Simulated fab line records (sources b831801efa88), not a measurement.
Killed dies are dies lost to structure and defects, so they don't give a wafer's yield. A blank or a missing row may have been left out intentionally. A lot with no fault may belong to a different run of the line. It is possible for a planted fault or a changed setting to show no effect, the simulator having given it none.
Which tool did it? | flow sky130 | 72 wafers from 24 lots sampled at 6 of the route's 708 steps

## WHAT THE GAUGES SHOWED, per wafer
SKY_METAL2_THK_MEAS_06: measures by xrf.
lot  | measured     | on            | METAL2_ALCU_THK (nm)
L074 | day 33 15:50 | film metro-04 | 242.9 242.8 246.9
L075 | day 34 09:23 | film metro-03 | 244.4 243.7 243.1
L076 | day 34 13:10 | film metro-04 | 248.8 247.0 249.2
L077 | day 34 20:17 | film metro-03 | 248.7 249.1 245.5
L078 | day 35 05:32 | film metro-04 | 248.6 250.4 251.7
L079 | day 35 17:19 | film metro-03 | 245.0 249.6 247.4
L082 | day 36 12:10 | film metro-01 | 240.5 236.2 241.8
L081 | day 36 13:33 | film metro-01 | 242.0 245.4 245.4
L080 | day 36 14:29 | film metro-04 | 245.4 244.3 240.9
L083 | day 37 01:55 | film metro-03 | 249.0 246.7 248.6
L084 | day 37 10:54 | film metro-03 | 247.2 250.6 250.5
L085 | day 37 13:57 | film metro-03 | 247.8 248.5 247.5
L086 | day 37 21:55 | film metro-04 | 244.8 246.4 247.8
L087 | day 38 01:19 | film metro-01 | 245.4 247.4 245.0
L088 | day 38 08:51 | film metro-03 | 246.6 242.0 245.5
L089 | day 38 18:20 | film metro-03 | 247.0 250.2 247.9
L090 | day 39 05:04 | film metro-03 | 247.3 243.5 249.5
L091 | day 39 09:05 | film metro-04 | 245.8 250.1 250.2
L092 | day 39 12:00 | film metro-01 | 247.4 247.1 246.2
L093 | day 39 19:04 | film metro-04 | 248.1 250.1 247.2
L094 | day 40 00:01 | film metro-04 | 244.5 247.8 247.4
L095 | day 40 05:07 | film metro-04 | 244.4 244.6 245.8
L096 | day 40 16:57 | film metro-04 | 245.0 243.2 244.3
L097 | day 42 06:25 | film metro-01 | 250.3 249.3 249.5

SKY_METAL3_OVL_MEAS_14.
lot  | measured     | on         | METAL3_OVL (nm)
L074 | day 38 03:29 | overlay-01 | 1 3 0
L075 | day 38 21:47 | overlay-01 | -8 0 -8
L076 | day 39 00:46 | overlay-01 | -1 1 -2
L077 | day 39 07:05 | overlay-02 | -2 -3 0
L078 | day 39 14:38 | overlay-02 | 0 -6 0
L079 | day 40 01:58 | overlay-02 | 1 -2 -5
L082 | day 40 18:51 | overlay-01 | -1 5 -3
L081 | day 40 20:00 | overlay-01 | 0 -5 -6
L080 | day 40 21:02 | overlay-02 | 3 2 8
L083 | day 41 07:16 | overlay-02 | 0 -5 -3
L084 | day 41 12:08 | overlay-02 | 8 -7 3
L085 | day 41 16:38 | overlay-01 | 1 -2 4
L086 | day 41 23:46 | overlay-01 | 0 5 2
L087 | day 42 05:17 | overlay-02 | 2 5 7
L088 | day 42 09:36 | overlay-01 | -3 -1 3
L089 | day 42 18:23 | overlay-02 | -2 -4 2
L090 | day 43 07:50 | overlay-01 | -2 -1 0
L091 | day 43 12:37 | overlay-02 | -3 -1 1
L092 | day 43 12:58 | overlay-01 | -3 -3 2
L093 | day 44 05:08 | overlay-02 | 0 3 0
L094 | day 44 07:42 | overlay-02 | 4 -4 -5
L095 | day 44 10:35 | overlay-02 | -3 -9 0
L096 | day 44 13:43 | overlay-02 | 8 12 0
L097 | day 46 02:44 | overlay-02 | -1 6 -2

SKY_CAP2M_OVL_MEAS_12.
lot  | measured     | on         | CAP2M_OVL (nm)
L074 | day 40 08:35 | overlay-01 | -3.5 -1.0 -2.5
L075 | day 41 01:32 | overlay-01 | -0.4 0.0 -1.3
L076 | day 41 04:18 | overlay-02 | 0.8 2.4 0.5
L077 | day 41 09:05 | overlay-02 | -0.6 -2.0 -1.6
L078 | day 41 14:46 | overlay-02 | 0.8 0.6 0.1
L079 | day 42 02:37 | overlay-01 | -2.9 0.0 -2.0
L082 | day 43 05:35 | overlay-01 | -1.7 0.1 -2.8
L081 | day 43 06:13 | overlay-01 | -1.3 -1.7 -2.4
L080 | day 43 06:36 | overlay-02 | 0.3 -1.1 -1.0
L083 | day 43 12:11 | overlay-01 | 0.7 -1.6 -0.8
L084 | day 43 13:53 | overlay-01 | -1.9 -2.7 -3.4
L085 | day 43 16:47 | overlay-02 | -0.2 -0.1 -2.1
L086 | day 43 22:34 | overlay-02 | -0.1 -1.3 -1.0
L087 | day 44 06:26 | overlay-01 | -2.0 -1.9 -2.6
L088 | day 44 11:05 | overlay-01 | -3.5 -2.3 -2.5
L089 | day 44 18:01 | overlay-02 | 0.0 0.3 3.0
L090 | day 45 08:35 | overlay-02 | 0.8 -2.1 -2.1
L091 | day 45 12:49 | overlay-02 | -1.3 -1.9 -1.3
L092 | day 45 13:41 | overlay-01 | -1.2 -0.6 -1.2
L093 | day 46 03:04 | overlay-02 | 0.7 1.3 -2.1
L094 | day 46 06:16 | overlay-01 | -0.4 -0.3 -2.2
L095 | day 46 07:47 | overlay-02 | 0.1 -0.2 -1.0
L096 | day 46 10:59 | overlay-01 | -0.5 -0.5 -1.3
L097 | day 47 22:05 | overlay-01 | -0.7 -1.2 0.3

SKY_VIA4_BOW_MEAS_03.
lot  | measured     | on            | VIA4_BOW (um)
L074 | day 41 12:58 | film metro-04 | 75 75 79
L075 | day 41 23:31 | film metro-04 | 84 80 87
L076 | day 42 02:41 | film metro-02 | 84 82 86
L077 | day 42 10:10 | film metro-02 | 71 74 72
L078 | day 42 15:52 | film metro-02 | 86 83 79
L079 | day 43 03:29 | film metro-04 | 87 89 99
L082 | day 44 06:18 | film metro-01 | 73 79 73
L081 | day 44 07:22 | film metro-01 | 78 56 66
L080 | day 44 07:47 | film metro-04 | 78 81 79
L083 | day 44 13:04 | film metro-04 | 68 81 74
L084 | day 44 14:52 | film metro-01 | 80 69 84
L085 | day 44 16:55 | film metro-02 | 89 91 87
L086 | day 44 23:13 | film metro-02 | 86 85 78
L087 | day 45 07:20 | film metro-04 | 80 68 80
L088 | day 45 11:14 | film metro-02 | 86 86 88
L089 | day 45 16:42 | film metro-02 | 72 70 63
L090 | day 46 07:56 | film metro-01 | 66 74 72
L091 | day 46 12:43 | film metro-02 | 78 84 87
L092 | day 46 13:19 | film metro-04 | 64 56 56
L093 | day 47 01:14 | film metro-01 | 68 85 77
L094 | day 47 04:55 | film metro-02 | 81 82 74
L095 | day 47 06:31 | film metro-04 | 78 90 81
L096 | day 47 09:55 | film metro-04 | 91 81 77
L097 | day 48 18:23 | film metro-01 | 58 82 76

## TOOL THAT RAN EACH LOT (tool first, then ch and the chambers of the sampled wafers, then the start)
lot  | SKY_CAPM_STRIP_14                    | SKY_VIA4_CMP_02
L074 | plasma asher-02 ch 0,1, day 37 01:54 | cmp-02 ch 0,3, day 41 12:38
L075 | plasma asher-01 ch 0,1, day 37 19:06 | cmp-02 ch 0,1,2, day 41 23:13
L076 | plasma asher-01 ch 0,1, day 37 22:29 | cmp-01 ch 0,1, day 42 02:22
L077 | plasma asher-03 ch 0,1, day 38 05:13 | cmp-02 ch 0,1,2, day 42 09:58
L078 | plasma asher-03 ch 0,1, day 38 13:25 | cmp-01 ch 0,3, day 42 15:34
L079 | plasma asher-01 ch 0,1, day 39 01:36 | cmp-01 ch 0,1,2, day 43 03:14
L082 | plasma asher-03 ch 0, day 39 18:39   | cmp-01 ch 0,2,3, day 44 06:03
L081 | plasma asher-01 ch 0,1, day 39 19:28 | cmp-01 ch 2,3, day 44 07:05
L080 | plasma asher-02 ch 0,1, day 39 20:29 | cmp-01 ch 2,3, day 44 07:30
L083 | plasma asher-01 ch 0,1, day 40 08:10 | cmp-01 ch 0,2,3, day 44 12:45
L084 | plasma asher-01 ch 0,1, day 40 15:36 | cmp-02 ch 1,2,3, day 44 14:42
L085 | plasma asher-03 ch 0,1, day 40 19:30 | cmp-02 ch 1,2, day 44 16:37
L086 | plasma asher-02 ch 0,1, day 41 03:04 | cmp-02 ch 0,1,2, day 44 23:00
L087 | plasma asher-03 ch 0,1, day 41 05:46 | cmp-01 ch 0,1, day 45 07:02
L088 | plasma asher-01 ch 0,1, day 41 09:52 | cmp-01 ch 0,2, day 45 10:59
L089 | plasma asher-03 ch 0,1, day 41 18:12 | cmp-01 ch 1,3, day 45 16:22
L090 | plasma asher-03 ch 0,1, day 42 08:18 | cmp-01 ch 0,2,3, day 46 07:41
L091 | plasma asher-01 ch 0, day 42 13:19   | cmp-02 ch 1,3, day 46 12:25
L092 | plasma asher-02 ch 0,1, day 42 13:48 | cmp-02 ch 0,1,3, day 46 13:01
L093 | plasma asher-02 ch 0,1, day 43 05:40 | cmp-01 ch 0,2,3, day 47 00:56
L094 | plasma asher-02 ch 0,1, day 43 08:01 | cmp-02 ch 2,3, day 47 04:37
L095 | plasma asher-01 ch 0,1, day 43 11:58 | cmp-02 ch 0,1,3, day 47 06:13
L096 | plasma asher-02 ch 0,1, day 43 14:18 | cmp-01 ch 0,1,3, day 47 09:40
L097 | plasma asher-02 ch 0,1, day 45 05:46 | cmp-02 ch 0,3, day 48 18:04
- SKY_CAPM_STRIP_14: strips in O2/N2.
- SKY_VIA4_CMP_02: polishes SiO2.

## WHAT THE TOOLS THEMSELVES READ (means of the sampled wafers that have a number; where no wafer has one, the mark that the record gives instead)
SKY_CAPM_STRIP_14.
lot  | tool            | drypump motor current A (A) | oes product au (a.u.) | strip time to endpoint s (s)
L074 | plasma asher-02 | 6.1                         | 0.709                 | 12.63
L075 | plasma asher-01 | 6.0                         | 0.713                 | 12.69
L076 | plasma asher-01 | 5.7                         | 0.713                 | 12.71
L077 | plasma asher-03 | 6.1                         | 0.707                 | 12.71
L078 | plasma asher-03 | 6.1                         | 0.706                 | 12.62
L079 | plasma asher-01 | 6.0                         | 0.713                 | 12.70
L082 | plasma asher-03 | 6.3                         | 0.709                 | 12.56
L081 | plasma asher-01 | 6.0                         | 0.712                 | 12.70
L080 | plasma asher-02 | 6.2                         | 0.708                 | 12.74
L083 | plasma asher-01 | 6.0                         | 0.713                 | 12.60
L084 | plasma asher-01 | 5.8                         | 0.715                 | 12.69
L085 | plasma asher-03 | 5.8                         | 0.708                 | 12.74
L086 | plasma asher-02 | 6.2                         | 0.706                 | 12.72
L087 | plasma asher-03 | 6.1                         | 0.713                 | 12.70
L088 | plasma asher-01 | 5.8                         | 0.713                 | 12.67
L089 | plasma asher-03 | 5.8                         | 0.710                 | 12.67
L090 | plasma asher-03 | 5.8                         | 0.713                 | 12.68
L091 | plasma asher-01 | 5.5                         | 0.716                 | 12.66
L092 | plasma asher-02 | 6.1                         | 0.707                 | 12.61
L093 | plasma asher-02 | 6.1                         | 0.709                 | 12.71
L094 | plasma asher-02 | 6.2                         | 0.714                 | 12.76
L095 | plasma asher-01 | 6.1                         | 0.705                 | 12.68
L096 | plasma asher-02 | 6.1                         | 0.708                 | 12.64
L097 | plasma asher-02 | 6.1                         | 0.710                 | 12.68

SKY_VIA4_CMP_02.
lot  | tool   | motor current A (A)
L074 | cmp-02 | 12.3
L075 | cmp-02 | 13.0
L076 | cmp-01 | 12.3
L077 | cmp-02 | 12.8
L078 | cmp-01 | 11.9
L079 | cmp-01 | 12.0
L082 | cmp-01 | 12.0
L081 | cmp-01 | 12.0
L080 | cmp-01 | 12.4
L083 | cmp-01 | 11.7
L084 | cmp-02 | 12.7
L085 | cmp-02 | 13.0
L086 | cmp-02 | 13.3
L087 | cmp-01 | 12.0
L088 | cmp-01 | 11.0
L089 | cmp-01 | 13.0
L090 | cmp-01 | 11.9
L091 | cmp-02 | 12.6
L092 | cmp-02 | 13.0
L093 | cmp-01 | 11.8
L094 | cmp-02 | 12.6
L095 | cmp-02 | 12.8
L096 | cmp-01 | 11.9
L097 | cmp-02 | 12.1

## THE ANSWER, worked out from the rows above alone
Rule: the lots themselves supply what counts as usual. Put in order of their means at a reading, lots are off if they are a third of the lots or fewer, leave a main group of 4 or more, and stand apart from it by a gap of 3 or more times the standard deviation of the main group's means; of several such gaps the widest counts. If all means in a main group match to the digits the tables above print for the reading, that group is not used. Also off: a lot with no number at a reading for which 4 or more lots have one. All remaining lots with rows at the step are treated as sound. The gauges are gone through in route order, then the tools' own readings, and for those a lot's mean is taken as printed above. The first step at which some lot is off is used, and at that step the reading that is off furthest; a lot without a number counts as furthest.
None of the lots is off at any reading shown; this tells nothing.

## WHAT WAS PUT IN BY THE SIMULATOR
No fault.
